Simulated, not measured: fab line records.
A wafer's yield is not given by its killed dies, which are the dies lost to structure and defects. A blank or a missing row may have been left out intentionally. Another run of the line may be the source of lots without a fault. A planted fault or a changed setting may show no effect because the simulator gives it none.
Split-lot experiment    flow sky130    route with 708 steps; 5 lots, 23 wafers read

ON THE SPLIT
At SKY_VIA2_HDPCVD_00 (deposits SiO2, target thk 1180 nm, time 196.7 s), the setting time s was moved away from the recipe's 196.7 s on 8 of the 23 wafers read, by +4.3% to +11.1%. All remaining wafers had this setting at the recipe value.

Between the split and the reading, the file records no step.

THE READING
At SKY_VIA2_THK_MEAS_01: VIA2_HDPCVD_THK, given in nm. On this fab line, fault-free wafers typically give 1185 nm with a standard deviation of 13 nm.

wafer   tool, chamber at the split  time s as run, s  against the recipe  VIA2_HDPCVD_THK, nm  against lot-mates on the recipe
L079.1  hdpcvd-02, 1                196.7             recipe              1198                 -
L079.2  hdpcvd-02, 0                217               +10.3%              1337                 +140
L079.3  hdpcvd-02, 2                217               +10.3%              1331                 +134
L079.4  hdpcvd-02, 1                196.7             recipe              1196                 -
L079.6  hdpcvd-02, 0                217               +10.3%              1329                 +132
L077.1  hdpcvd-01, 1                218.6             +11.1%              1293                 +125
L077.2  hdpcvd-01, 2                196.7             recipe              1162                 -
L077.3  hdpcvd-01, 1                218.6             +11.1%              1304                 +136
L077.5  hdpcvd-01, 2                218.6             +11.1%              1298                 +130
L077.6  hdpcvd-01, 1                196.7             recipe              1174                 -
L080.1  hdpcvd-02, 1                196.7             recipe              1174                 -
L080.2  hdpcvd-02, 2                196.7             recipe              1161                 -
L080.4  hdpcvd-02, 2                196.7             recipe              1159                 -
L080.5  hdpcvd-02, 1                196.7             recipe              1181                 -
L080.6  hdpcvd-02, 0                196.7             recipe              1163                 -
L084.1  hdpcvd-01, 2,0              196.7             recipe              1180                 -
L084.3  hdpcvd-01, 0                205.2             +4.3%               1249                 +68
L084.4  hdpcvd-01, 1                205.2             +4.3%               1229                 +48
L084.5  hdpcvd-01, 2                196.7             recipe              1183                 -
L084.6  hdpcvd-01, 2,0              196.7             recipe              1181                 -
L085.3  hdpcvd-02, 1,0              196.7             recipe              1182                 -
L085.4  hdpcvd-02, 1,0              196.7             recipe              1182                 -
L085.5  hdpcvd-02, 1                196.7             recipe              1158                 -
The file does not say which wafer passed through which chamber wherever a row lists several chambers: such a row stands for several wafers.

THE FIT
A straight line over all 23 wafers: VIA2_HDPCVD_THK changes by +12.9 nm for each +1% of time s; r = +0.97; the points scatter about the line by 16 nm.
The same after taking each lot's own level away (the mean of its wafers on the recipe; 23 wafers): +12.4 nm for each +1%; r = +0.99; scatter 8.4 nm.
Per that fit: largest time s move, reading shift of 1.4e+02 nm.
Measured against the standard deviation above, the lots' own levels, which go from 1167.6 to 1197.0 nm, span 2.3 times it.
Consequently the slope shifts little with the lot-to-lot level, the two slopes agreeing.
Check: with one of the wafers moved furthest among these (+11.1%) left out of the fit, the line predicts +141 nm for it against its lot-mates. Against them it came out at +125 nm.

OTHER SPLITS ON THESE WAFERS
Note: prior to the reading, these wafers also went through further splits. Each is held against what the fit with the lots' levels taken away leaves over:
other split on the same wafers             wafers away from the commonest value  r with VIA2_HDPCVD_THK (lot level and that fit taken away)
SKY_METAL1_SPUTTER_02 chamber pressure pa  18                                    -0.02
SKY_METAL1_DEVELOP_14 develop time s       10                                    +0.08
SKY_METAL2_SPUTTER_00 power w              9                                     -0.30
SKY_METAL2_DEVELOP_14 dev temp c           7                                     +0.25

THE WHOLE CHAIN: every reading that the file lists as answering this split, in the file's order
step                  what it does                                     reading                                                                         change (the file's fit)               r (the file's)
SKY_VIA2_HDPCVD_00    deposits SiO2, target thk 1180 nm, time 196.7 s  SiO2_of_VIA2_HDPCVD_00.thk nm (the simulator's own value, which no gauge read)  +12.1 nm for each +1% of the setting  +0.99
SKY_VIA2_THK_MEAS_01                                                   VIA2_HDPCVD_THK                                                                 +12.4 for each +1% of the setting     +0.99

THE FILE'S OWN FIT
VIA2_HDPCVD_THK changes by +12.4 nm for each +1% of time s, r = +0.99.
